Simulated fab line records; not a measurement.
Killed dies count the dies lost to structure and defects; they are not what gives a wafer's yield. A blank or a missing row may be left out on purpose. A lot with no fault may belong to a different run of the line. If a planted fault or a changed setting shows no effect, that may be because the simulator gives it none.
fab line records ; flow sky130
record lots=14; wafers=42; last-day=50
route steps=708 shown RES_PROTECT@209 PAD_OPEN@708
lots that met no fault: taken from a fault-free run of the same line
start-h: hours from the record's first day to the start of the lot's first wafer shown ; wait-h: hours from the lot's prior step to this one ; " repeats the value in the row above ; L1.1+2: one row covering several wafers at once ; - no value, or no start was given ; * or withheld: withheld ; < > ~ a bound
route shown NAME@n: a module of which the file shows steps, and the number in the route of the first ; usual: mean and standard deviation over wafers with no fault ; same: alike in all rows ; chamber/n: place in a boat ; sites: the reading at each site ; _std_site: the standard deviation of these ; _edge_site: outer sites' mean less inner sites' ; radius-mm: how far each site lies from the wafer's centre ; mask NAME#n: copy n ; behind: tool/chamber where the wafer was last shaped ; hold: why the lot went on hold/how many hours it stayed there/how the hold came to an end ; device: transistor that didn't switch, given as n, p or np ; end of line: the route-end tests of the same wafers ; step lacking rows: just its recipe ; killed: not the wafer's yield, but the dies lost to structure and defects at the first sort ; map: a wafer's dies, marking killed ones x, the rest . and places with no die _
set.NAME: the setting the step ran with; set.NAME@STEP: the setting that earlier step ran with ; model.NAME: the simulator's own value behind a step, which no gauge read
one table for each step of the route and one row for each wafer, over a sample of lots
## steps
# step SKY_RES_PROTECT_SOFTBAKE_03
# recipe temp-c=90; time-s=60; resist=NOVOLAK
# usual chill-plate-temp-C=22.99/0.11; heater-power-total-W=56.59/0.045; run-length-s=89.14/0.15
lot.wafer;tool;chamber;start-h;wait-h;chill-plate-temp-C;heater-power-total-W;run-length-s
L950.2;litho-track-01;0;329.76;0.1;22.88;56.57;89.30
L950.3;litho-track-01;0;329.76;0.1;22.92;56.59;89.00
L950.6;litho-track-01;0;329.76;0.1;22.83;56.56;89.15
L951.2;litho-track-04;0;334.86;0.1;22.77;56.48;88.87
L951.4;litho-track-04;0;334.86;0.1;23.05;56.64;88.86
L951.5;litho-track-04;0;334.86;0.1;22.99;56.59;89.21
L952.2;litho-track-02;0;343.21;0.1;23.07;56.47;89.28
L952.3;litho-track-02;0;343.21;0.1;23.00;56.56;89.25
L952.6;litho-track-02;0;343.21;0.1;23.01;56.48;89.37
L959.2;litho-track-04;0;404.46;0.1;23.04;57.50;86.17
L959.4;litho-track-04;0;404.46;0.1;23.29;57.69;85.94
L959.6;litho-track-04;0;404.46;0.1;23.19;57.61;86.21
L961.1;litho-track-04;0;423.88;0.1;22.92;57.51;85.97
L961.4;litho-track-04;0;423.88;0.1;23.10;57.51;86.20
L961.6;litho-track-04;0;423.88;0.1;22.93;57.65;86.01
L964.1;litho-track-02;0;448.64;0.1;23.03;56.58;89.13
L964.3;litho-track-02;0;448.64;0.1;23.16;56.61;89.12
L964.6;litho-track-02;0;448.64;0.1;23.21;56.55;89.10
L965.1;litho-track-02;0;470.94;0.1;23.10;56.62;89.26
L965.3;litho-track-02;0;470.94;0.1;22.99;56.58;89.13
L965.6;litho-track-02;0;470.94;0.1;23.11;56.58;89.44
L966.2;litho-track-02;0;473.91;0.1;22.82;56.58;89.28
L966.3;litho-track-02;0;473.91;0.1;23.03;56.60;89.20
L966.4;litho-track-02;0;473.91;0.1;22.93;56.66;89.06
L968.1;litho-track-02;0;485.89;0.1;22.89;56.65;89.30
L968.2;litho-track-02;0;485.89;0.1;23.06;56.58;89.09
L968.4;litho-track-02;0;485.89;0.1;22.92;56.57;89.21
L969.1;litho-track-02;0;496.74;0.1;23.27;56.62;89.50
L969.5;litho-track-02;0;496.74;0.1;23.04;56.61;89.13
L969.6;litho-track-02;0;496.74;0.1;23.21;56.61;89.35
L970.1;litho-track-02;0;502.64;0.1;22.98;56.61;89.13
L970.2;litho-track-02;0;502.64;0.1;23.28;56.64;89.07
L970.4;litho-track-02;0;502.64;0.1;23.06;56.64;89.12
L971.1;litho-track-02;0;511.59;0.1;23.07;56.58;89.31
L971.4;litho-track-02;0;511.59;0.1;23.06;56.53;89.22
L971.6;litho-track-02;0;511.59;0.1;23.05;56.50;89.31
L972.4;litho-track-02;0;515.91;0.1;22.88;56.58;89.27
L972.5;litho-track-02;0;515.91;0.1;22.98;56.59;89.16
L972.6;litho-track-02;0;515.91;0.1;22.93;56.55;89.07
L973.4;litho-track-02;0;524.36;0.1;23.05;56.50;89.25
L973.5;litho-track-02;0;524.36;0.1;23.10;56.52;89.12
L973.6;litho-track-02;0;524.36;0.1;22.93;56.61;89.09
# step SKY_PAD_OPEN_PROBE_99
# usual killed_at_M0_to_M3=42/7; killed_at_M4_up=3.2/1.6; killed-at-contacts=24/5.8; killed-at-front-end=16/4.3; killed-at-other=0.3/0.62; killed-dies=86/9.5; killed-open=46/6.4; killed-short=39/6.3
# same gross-dies=492; killed-at-back-side=0
lot.wafer;tool;chamber;start-h;wait-h;killed_at_M0_to_M3;killed_at_M4_up;killed-at-contacts;killed-at-front-end;killed-at-other;killed-dies;killed-open;killed-short
L950.2;prober-02;-;1077.56;0.1;36;1;20;15;0;72;44;28
L950.3;prober-02;-;1077.61;0.2;42;2;22;15;0;81;41;40
L950.6;prober-02;-;1077.76;0.2;43;4;26;19;0;92;52;40
L951.2;prober-01;-;1084.50;0.1;36;3;25;13;1;78;49;29
L951.4;prober-01;-;1084.60;0.2;45;2;27;10;0;84;41;43
L951.5;prober-01;-;1084.65;0.2;34;2;22;26;0;84;44;39
L952.2;prober-02;-;1092.11;0.1;43;3;23;14;0;83;49;34
L952.3;prober-02;-;1092.16;0.2;48;3;21;6;0;78;38;40
L952.6;prober-02;-;1092.31;0.2;40;2;36;15;0;93;49;44
L959.2;prober-02;-;1133.02;0.1;44;4;23;12;1;84;41;43
L959.4;prober-02;-;1133.12;0.2;47;4;22;14;0;87;42;45
L959.6;prober-02;-;1133.22;0.2;44;2;30;14;1;91;57;34
L961.1;prober-01;-;1147.64;0.1;51;4;18;20;0;93;47;46
L961.4;prober-01;-;1147.79;0.2;45;3;24;12;2;86;48;37
L961.6;prober-01;-;1147.89;0.2;54;2;27;20;0;103;58;45
L964.1;prober-02;-;1160.26;0.1;36;0;33;13;1;83;53;30
L964.3;prober-02;-;1160.36;0.2;42;5;26;11;0;84;48;35
L964.6;prober-02;-;1160.51;0.2;42;3;38;20;0;103;53;48
L965.1;prober-01;-;1171.86;0.1;40;3;21;19;1;84;45;39
L965.3;prober-01;-;1171.96;0.2;42;3;33;25;1;104;64;40
L965.6;prober-01;-;1172.11;0.2;51;3;21;15;2;92;49;43
L966.2;prober-02;-;1173.61;0.1;55;4;19;9;0;87;44;43
L966.3;prober-02;-;1173.66;0.2;33;3;21;15;0;72;46;26
L966.4;prober-02;-;1173.71;0.2;47;2;23;19;1;92;47;45
L968.1;prober-02;-;1183.32;0.1;52;2;27;10;0;91;60;31
L968.2;prober-02;-;1183.37;0.1;42;5;20;15;1;83;46;37
L968.4;prober-02;-;1183.47;0.2;36;6;20;22;0;84;45;38
L969.1;prober-01;-;1187.17;0.1;36;6;31;14;0;87;48;39
L969.5;prober-01;-;1187.37;0.2;42;4;25;14;0;85;49;36
L969.6;prober-01;-;1187.42;0.2;39;1;20;23;0;83;49;34
L970.1;prober-02;-;1188.81;0.1;42;2;14;18;1;77;38;39
L970.2;prober-02;-;1188.86;0.1;40;1;23;19;0;83;42;41
L970.4;prober-02;-;1188.96;0.2;48;4;16;17;0;85;51;34
L971.1;prober-01;-;1193.97;0.1;32;3;20;16;1;72;35;37
L971.4;prober-01;-;1194.12;0.2;48;2;20;16;0;86;46;40
L971.6;prober-01;-;1194.22;0.2;42;0;29;14;0;85;45;39
L972.4;prober-02;-;1195.97;0.2;33;4;29;13;0;79;40;38
L972.5;prober-02;-;1196.02;0.2;31;0;17;9;2;59;30;27
L972.6;prober-02;-;1196.07;0.2;35;7;24;20;0;86;43;41
L973.4;prober-01;-;1200.96;0.2;38;5;31;14;0;88;37;51
L973.5;prober-01;-;1201.01;0.2;33;2;25;7;1;68;43;25
L973.6;prober-01;-;1201.06;0.2;31;2;22;12;1;68;39;29
# killed by level:class
L950.2 VIA2:geometric-particle:open=10 CONTACT:geometric-particle:open=8 VIA1:geometric-particle:open=8 VIA3:geometric-particle:open=5 CONTACT:geometric-particle:short=5 FIELD_ISO:geometric-particle:open=4 FIELD_ISO:geometric-particle:short=3 SPACER:geometric-particle:short=3
L950.3 VIA3:geometric-particle:open=9 CONTACT:geometric-particle:open=8 VIA2:geometric-particle:open=6 VIA2:geometric-particle:short=6 POLY_GATE:geometric-particle:short=5 LI_CONTACT:geometric-particle:open=5 CONTACT:geometric-particle:short=4 VIA3:geometric-particle:short=4
L950.6 VIA1:geometric-particle:open=15 CONTACT:geometric-particle:open=12 VIA2:geometric-particle:open=8 POLY_GATE:geometric-particle:open=7 FIELD_ISO:geometric-particle:short=5 LI_CONTACT:geometric-particle:open=4 POLY_GATE:geometric-particle:short=4 LI_CONTACT:geometric-particle:short=4
L951.2 CONTACT:geometric-particle:open=10 VIA1:geometric-particle:open=7 VIA2:geometric-particle:open=7 LI_CONTACT:geometric-particle:open=6 VIA3:geometric-particle:open=6 FIELD_ISO:geometric-particle:open=5 LI_CONTACT:geometric-particle:short=4 FIELD_ISO:geometric-particle:short=3
L951.4 CONTACT:geometric-particle:short=10 VIA1:geometric-particle:open=10 CONTACT:geometric-particle:open=7 METAL1:geometric-particle:short=7 METAL2:geometric-particle:short=6 LI_CONTACT:geometric-particle:open=5 VIA3:geometric-particle:open=5 VIA2:geometric-particle:open=5
L951.5 VIA1:geometric-particle:open=8 VIA2:geometric-particle:open=8 SPACER:geometric-particle:short=5 LI_CONTACT:geometric-particle:open=5 LOCAL_INTERCONNECT:geometric-particle:short=5 CONTACT:geometric-particle:open=5 POLY_GATE:geometric-particle:short=4 POLY_GATE:geometric-particle:open=4
L952.2 VIA1:geometric-particle:open=13 CONTACT:geometric-particle:open=10 VIA2:geometric-particle:open=8 CONTACT:geometric-particle:short=6 METAL1:geometric-particle:short=5 POLY_GATE:geometric-particle:short=4 LI_CONTACT:geometric-particle:open=4 VIA3:geometric-particle:short=4
L952.3 VIA1:geometric-particle:open=13 VIA2:geometric-particle:open=7 VIA3:geometric-particle:short=6 CONTACT:geometric-particle:open=6 LOCAL_INTERCONNECT:geometric-particle:short=5 CONTACT:geometric-particle:short=5 VIA1:geometric-particle:short=5 LI_CONTACT:geometric-particle:open=4
L952.6 LOCAL_INTERCONNECT:geometric-particle:short=10 CONTACT:geometric-particle:open=9 VIA2:geometric-particle:open=7 LI_CONTACT:geometric-particle:open=6 CONTACT:geometric-particle:short=6 VIA3:geometric-particle:open=6 METAL1:geometric-particle:short=5 VIA1:geometric-particle:short=5
L959.2 VIA3:geometric-particle:open=8 LI_CONTACT:geometric-particle:open=7 VIA2:geometric-particle:open=7 METAL1:geometric-particle:short=6 CONTACT:geometric-particle:open=6 CONTACT:geometric-particle:short=6 METAL2:geometric-particle:short=6 FIELD_ISO:geometric-particle:short=4
L959.4 LI_CONTACT:geometric-particle:open=8 VIA1:geometric-particle:open=7 FIELD_ISO:geometric-particle:open=6 VIA2:geometric-particle:short=6 METAL1:geometric-particle:short=6 CONTACT:geometric-particle:short=4 CONTACT:geometric-particle:open=4 VIA1:geometric-particle:short=4
L959.6 CONTACT:geometric-particle:open=13 VIA1:geometric-particle:open=13 VIA2:geometric-particle:open=9 LI_CONTACT:geometric-particle:open=7 CONTACT:geometric-particle:short=5 VIA2:geometric-particle:short=5 FIELD_ISO:geometric-particle:open=4 METAL2:geometric-particle:short=4
L961.1 CONTACT:geometric-particle:open=9 VIA1:geometric-particle:open=9 VIA3:geometric-particle:open=8 METAL1:geometric-particle:short=7 POLY_GATE:geometric-particle:short=6 METAL2:geometric-particle:short=6 VIA2:geometric-particle:open=6 POLY_GATE:geometric-particle:open=5
L961.4 CONTACT:geometric-particle:open=9 VIA1:geometric-particle:short=8 VIA1:geometric-particle:open=7 VIA2:geometric-particle:open=6 VIA3:geometric-particle:open=6 LI_CONTACT:geometric-particle:open=5 FIELD_ISO:geometric-particle:open=4 LOCAL_INTERCONNECT:geometric-particle:short=4
L961.6 VIA2:geometric-particle:open=10 FIELD_ISO:geometric-particle:open=9 CONTACT:geometric-particle:open=9 VIA3:geometric-particle:open=9 LI_CONTACT:geometric-particle:open=8 METAL2:geometric-particle:short=8 VIA1:geometric-particle:open=8 VIA2:geometric-particle:short=6
L964.1 VIA1:geometric-particle:open=12 LI_CONTACT:geometric-particle:open=11 CONTACT:geometric-particle:open=9 VIA2:geometric-particle:open=5 LOCAL_INTERCONNECT:geometric-particle:short=5 POLY_GATE:geometric-particle:open=4 LI_CONTACT:geometric-particle:short=4 METAL1:geometric-particle:open=4
L964.3 VIA1:geometric-particle:open=13 CONTACT:geometric-particle:open=9 VIA2:geometric-particle:open=8 CONTACT:geometric-particle:short=6 LOCAL_INTERCONNECT:geometric-particle:short=5 VIA3:geometric-particle:open=5 POLY_GATE:geometric-particle:open=4 LI_CONTACT:geometric-particle:open=4
L964.6 CONTACT:geometric-particle:open=15 METAL2:geometric-particle:short=8 VIA2:geometric-particle:open=8 CONTACT:geometric-particle:short=7 VIA1:geometric-particle:short=7 VIA3:geometric-particle:open=7 LOCAL_INTERCONNECT:geometric-particle:short=6 LI_CONTACT:geometric-particle:open=6
L965.1 CONTACT:geometric-particle:open=10 VIA1:geometric-particle:open=7 FIELD_ISO:geometric-particle:short=6 LI_CONTACT:geometric-particle:open=6 VIA2:geometric-particle:open=6 METAL1:geometric-particle:short=6 METAL2:geometric-particle:short=5 POLY_GATE:geometric-particle:short=4
L965.3 VIA1:geometric-particle:open=16 CONTACT:geometric-particle:open=11 LI_CONTACT:geometric-particle:open=10 FIELD_ISO:geometric-particle:short=7 FIELD_ISO:geometric-particle:open=6 LOCAL_INTERCONNECT:geometric-particle:short=6 VIA2:geometric-particle:open=6 POLY_GATE:geometric-particle:open=5
L965.6 CONTACT:geometric-particle:open=12 VIA1:geometric-particle:open=12 VIA1:geometric-particle:short=10 VIA3:geometric-particle:open=6 FIELD_ISO:geometric-particle:short=5 METAL2:geometric-particle:short=5 VIA2:geometric-particle:open=5 VIA2:geometric-particle:short=5
L966.2 VIA3:geometric-particle:open=10 VIA1:geometric-particle:open=8 VIA1:geometric-particle:short=8 VIA2:geometric-particle:open=8 METAL1:geometric-particle:short=7 LI_CONTACT:geometric-particle:open=6 CONTACT:geometric-particle:open=5 METAL2:geometric-particle:short=5
L966.3 VIA1:geometric-particle:open=10 CONTACT:geometric-particle:open=7 FIELD_ISO:geometric-particle:open=6 VIA2:geometric-particle:open=5 VIA3:geometric-particle:open=5 POLY_GATE:geometric-particle:open=4 LI_CONTACT:geometric-particle:short=4 LI_CONTACT:geometric-particle:open=4
L966.4 METAL1:geometric-particle:short=8 VIA3:geometric-particle:open=8 LI_CONTACT:geometric-particle:open=7 CONTACT:geometric-particle:open=7 VIA1:geometric-particle:open=7 VIA2:geometric-particle:open=7 FIELD_ISO:geometric-particle:open=5 SPACER:geometric-particle:short=5
L968.1 VIA1:geometric-particle:open=15 VIA3:geometric-particle:open=13 CONTACT:geometric-particle:open=11 CONTACT:geometric-particle:short=6 METAL1:geometric-particle:short=5 LI_CONTACT:geometric-particle:open=4 METAL2:geometric-particle:short=4 VIA2:geometric-particle:open=4
L968.2 CONTACT:geometric-particle:open=9 VIA1:geometric-particle:open=7 METAL2:geometric-particle:short=6 FIELD_ISO:geometric-particle:open=5 METAL1:geometric-particle:short=5 VIA2:geometric-particle:open=5 POLY_GATE:geometric-particle:short=4 LI_CONTACT:geometric-particle:open=4
L968.4 VIA1:geometric-particle:open=9 CONTACT:geometric-particle:open=8 FIELD_ISO:geometric-particle:open=6 VIA1:geometric-particle:short=6 POLY_GATE:geometric-particle:open=5 LI_CONTACT:geometric-particle:open=5 FIELD_ISO:geometric-particle:short=4 POLY_GATE:geometric-particle:short=4
L969.1 CONTACT:geometric-particle:open=13 LI_CONTACT:geometric-particle:open=8 VIA1:geometric-particle:open=8 METAL2:geometric-particle:short=5 VIA2:geometric-particle:open=5 FIELD_ISO:geometric-particle:open=4 FIELD_ISO:geometric-particle:short=4 VIA2:geometric-particle:short=4
L969.5 LI_CONTACT:geometric-particle:open=12 VIA1:geometric-particle:open=10 METAL2:geometric-particle:short=7 VIA3:geometric-particle:open=7 CONTACT:geometric-particle:short=5 POLY_GATE:geometric-particle:open=4 CONTACT:geometric-particle:open=4 VIA1:geometric-particle:short=4
L969.6 VIA1:geometric-particle:open=11 FIELD_ISO:geometric-particle:open=9 CONTACT:geometric-particle:open=7 VIA2:geometric-particle:open=6 CONTACT:geometric-particle:short=5 VIA1:geometric-particle:short=5 POLY_GATE:geometric-particle:open=4 LOCAL_INTERCONNECT:geometric-particle:short=4
L970.1 VIA3:geometric-particle:open=8 METAL1:geometric-particle:short=7 FIELD_ISO:geometric-particle:open=6 FIELD_ISO:geometric-particle:short=6 LI_CONTACT:geometric-particle:open=5 CONTACT:geometric-particle:open=5 VIA2:geometric-particle:short=5 METAL3:geometric-particle:short=5
L970.2 LI_CONTACT:geometric-particle:open=11 VIA1:geometric-particle:open=9 FIELD_ISO:geometric-particle:short=7 CONTACT:geometric-particle:open=7 VIA3:geometric-particle:open=7 POLY_GATE:geometric-particle:short=5 METAL3:geometric-particle:short=5 METAL1:geometric-particle:short=5
L970.4 VIA1:geometric-particle:open=11 VIA2:geometric-particle:open=9 LI_CONTACT:geometric-particle:open=7 FIELD_ISO:geometric-particle:short=6 FIELD_ISO:geometric-particle:open=6 CONTACT:geometric-particle:open=6 METAL2:geometric-particle:short=6 VIA3:geometric-particle:open=5
L971.1 CONTACT:geometric-particle:open=9 METAL2:geometric-particle:short=7 LI_CONTACT:geometric-particle:open=5 FIELD_ISO:geometric-particle:short=4 CONTACT:geometric-particle:short=4 METAL1:geometric-particle:short=4 METAL2:geometric-particle:open=4 VIA2:geometric-particle:open=4
L971.4 VIA1:geometric-particle:open=12 CONTACT:geometric-particle:open=10 METAL2:geometric-particle:short=10 METAL1:geometric-particle:short=7 VIA2:geometric-particle:open=6 FIELD_ISO:geometric-particle:open=5 POLY_GATE:geometric-particle:short=4 LI_CONTACT:geometric-particle:open=4
L971.6 CONTACT:geometric-particle:open=14 VIA1:geometric-particle:open=9 CONTACT:geometric-particle:short=7 FIELD_ISO:geometric-particle:open=5 VIA1:geometric-particle:short=5 VIA2:geometric-particle:open=4 METAL2:geometric-particle:short=4 VIA3:geometric-particle:open=4
L972.4 VIA2:geometric-particle:open=11 LI_CONTACT:geometric-particle:open=8 LI_CONTACT:geometric-particle:short=6 METAL1:geometric-particle:short=6 LOCAL_INTERCONNECT:geometric-particle:short=5 CONTACT:geometric-particle:short=5 CONTACT:geometric-particle:open=5 VIA1:geometric-particle:open=5
L972.5 VIA1:geometric-particle:open=9 LOCAL_INTERCONNECT:geometric-particle:short=6 CONTACT:geometric-particle:open=5 METAL1:geometric-particle:short=5 VIA2:geometric-particle:open=4 SPACER:geometric-particle:short=3 LI_CONTACT:geometric-particle:open=3 VIA3:geometric-particle:open=3
L972.6 CONTACT:geometric-particle:open=11 VIA1:geometric-particle:open=9 VIA3:geometric-particle:open=7 METAL4:geometric-particle:short=6 FIELD_ISO:geometric-particle:open=5 POLY_GATE:geometric-particle:short=5 METAL1:geometric-particle:short=5 VIA3:geometric-particle:short=5
L973.4 LI_CONTACT:geometric-particle:open=8 CONTACT:geometric-particle:open=8 METAL2:geometric-particle:short=7 METAL1:geometric-particle:short=7 VIA1:geometric-particle:short=7 CONTACT:geometric-particle:short=6 VIA1:geometric-particle:open=6 POLY_GATE:geometric-particle:open=5
L973.5 CONTACT:geometric-particle:open=13 LI_CONTACT:geometric-particle:open=7 VIA3:geometric-particle:open=7 VIA2:geometric-particle:open=5 VIA3:geometric-particle:short=5 VIA1:geometric-particle:open=4 LI_CONTACT:geometric-particle:short=3 VIA1:geometric-particle:short=3
L973.6 CONTACT:geometric-particle:open=11 VIA2:geometric-particle:open=6 LI_CONTACT:geometric-particle:open=5 METAL2:geometric-particle:short=5 METAL3:geometric-particle:short=5 METAL1:geometric-particle:short=4 CONTACT:geometric-particle:short=4 FIELD_ISO:geometric-particle:open=3
## key
first-sign step=SKY_RES_PROTECT_SOFTBAKE_03; reading=heater-power-total-W; direction=up; sigmas=22; usual=*; struck=*
effect step=SKY_RES_PROTECT_SOFTBAKE_03; reading=run-length-s; direction=down; sigmas=20; usual=*; struck=*
met-at SKY_RES_PROTECT_SOFTBAKE_03
struck-lots L959,L961
tester-left-out L959,L961
onset-between 334.86 404.46
fault kind=process-parameter-drift; tool=litho-track-04; chamber=-; onset-h=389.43; steps=SKY_RES_PROTECT_SOFTBAKE_03; channel=time-s; offset=*; shape=step; end-h=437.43; acts-in=*; stated=*
# tester-left-out: of these lots the tester's yield and bins aren't shown, on N5 and GAA mostly nor the transistor test; their killed dies are dies lost to structure and defects alone, not to doping, threshold or leakage, so they don't give the yield
